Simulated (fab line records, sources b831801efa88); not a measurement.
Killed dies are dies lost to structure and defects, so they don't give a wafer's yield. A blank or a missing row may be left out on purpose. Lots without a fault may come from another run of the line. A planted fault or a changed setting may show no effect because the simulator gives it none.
Which tool did it? | flow gf180mcu | 6 lots, 18 wafers sampled, at 1 step of a route of 602

WHAT THE GAUGES READ, wafer by wafer
GF_M2_OVL_MEAS_15.
lot  | measured     | on         | M2_OVL (nm)
L609 | day 19 19:40 | overlay-01 | -2 -4 -4
L614 | day 21 18:16 | overlay-02 | -2 -5 1
L617 | day 22 14:28 | overlay-01 | -5 -2 1
L620 | day 24 01:58 | overlay-02 | -4 5 -4
L628 | day 26 09:31 | overlay-02 | -7 -6 -3
L631 | day 27 03:31 | overlay-01 | -2 -1 1

WHICH TOOL RAN EACH LOT (tool, then ch and the chambers of the sampled wafers, then the start)
The record holds no process step before these readings.

THE ANSWER, worked out from the rows above alone
Rule: what is usual is taken from the lots themselves. Put in order of their means at a reading, lots are off if they are a third of the lots or fewer, leave a main group of 4 or more, and stand apart from it by a gap of 3 or more times the standard deviation of the main group's means; of several such gaps the widest counts. A main group whose means are all the same, to the digits that the tables above print for the reading, isn't used. A lot without any number at a reading at which 4 lots or more have one is off too. The other lots that the step has rows for count as sound.
No lot is off at any reading shown: from this, nothing can be told.

WHAT THE SIMULATOR HAD PUT IN
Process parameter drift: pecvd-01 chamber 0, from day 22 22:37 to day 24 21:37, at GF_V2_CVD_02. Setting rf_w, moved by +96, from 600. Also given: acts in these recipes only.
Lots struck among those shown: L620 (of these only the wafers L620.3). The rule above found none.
